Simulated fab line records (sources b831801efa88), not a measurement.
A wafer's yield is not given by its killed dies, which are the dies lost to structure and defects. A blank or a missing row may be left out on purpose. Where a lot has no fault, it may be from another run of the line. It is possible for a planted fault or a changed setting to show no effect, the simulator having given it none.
Struck lot and sound lot, side by side    flow sky130    14 out of 708 route steps
Sound: the wafers L147.2, L147.4, L147.5. Struck: wafers L139.3, L139.4, L139.5. The cause is named last.
Each step with rows lists, per side, the tool, then ch with its chambers, then its first start. Under that, the readings that differ: sound wafers    struck wafers    difference of the means    sigmas: that difference in standard deviations of wafers without a fault.
alike: a reading whose means differ by less than 2 such deviations, as well as words and numbers matching on both sides. not compared: withheld readings; readings where some wafer has no value; bounds like >300 that might hide an equal value; numbers whose values overlap and for which the record gives no deviation.
The two part at a step that has a row with sigmas, a row that says differs or no value, or rows on one side only. Numbers that don't overlap but have no deviation are shown without sigmas and don't part them. A reading that every wafer of one side lacks parts them only if that side has two wafers or more.

first, 2 steps without rows for these wafers: SKY_VT_ADJUST_PCH_PEB_05; SKY_VT_ADJUST_PCH_DEVELOP_06 (develop time 60 s).
SKY_VT_ADJUST_PCH_OVL_MEAS_07:
  sound on overlay-01, day 15 12:56; struck on overlay-02, day 12 20:58
  alike: VT_ADJUST_PCH_OVL
then, 1 step without rows for these wafers: SKY_VT_ADJUST_PCH_IMPLANT_08.
SKY_VT_ADJUST_PCH_STRIP_09: strips in O2/N2.
  sound on plasma_asher-03 ch 0,1, day 15 13:07; struck on plasma_asher-03 ch 0,1, day 12 21:10
reading                       sound              struck             difference  sigmas
strip_time_to_endpoint_s (s)  36.80 36.89 36.88  37.06 37.02 37.01  +0.17       +2
  alike: drypump_motor_current_A, oes_product_au
  not compared: rf_hours_counter_h
SKY_VT_ADJUST_PCH_TW_MEAS_10:
  sound on film_metro-01, day 15 13:13; struck on film_metro-02, day 12 21:16
reading           sound              struck             difference  sigmas
VT_ADJUST_PCH_TW  141.0 141.0 141.3  143.6 142.6 143.4  +2.1        +3
then, 6 steps without rows for these wafers: SKY_SONOS_TUNNEL_DEHYDRATE_00 (time 60 s); SKY_SONOS_TUNNEL_HMDS_01 (prime time 60 s); SKY_SONOS_TUNNEL_COAT_02 (resist thk 1140 nm); SKY_SONOS_TUNNEL_SOFTBAKE_03 (time 60 s); SKY_SONOS_TUNNEL_EXPOSE_04 (exposes mask TUNM, target cd 410 nm); SKY_SONOS_TUNNEL_PEB_05.
SKY_SONOS_TUNNEL_DEVELOP_06: develop time 60 s.
  struck on litho_track-03, day 13 21:19; sound on litho_track-03 ch 0, day 16 17:54
  no value came back on the struck wafers for chill_plate_temp_C (C), develop_time_s (s); on the sound wafers chill_plate_temp_C (C) reads 23.07 22.87 23.00
SKY_SONOS_TUNNEL_CD_MEAS_07 targets a cd of 410 nm.
  sound on cd_sem-02, day 16 18:02; struck on cd_sem-01, day 13 21:28
reading     sound              struck  difference                     sigmas
cd_nm (nm)  412.1 412.4 413.9  - - -   no value on the struck wafers  

WHERE THEY PART
At SKY_VT_ADJUST_PCH_STRIP_09 first; at SKY_SONOS_TUNNEL_CD_MEAS_07 last (within this record only).

WHY: what the simulator had put in
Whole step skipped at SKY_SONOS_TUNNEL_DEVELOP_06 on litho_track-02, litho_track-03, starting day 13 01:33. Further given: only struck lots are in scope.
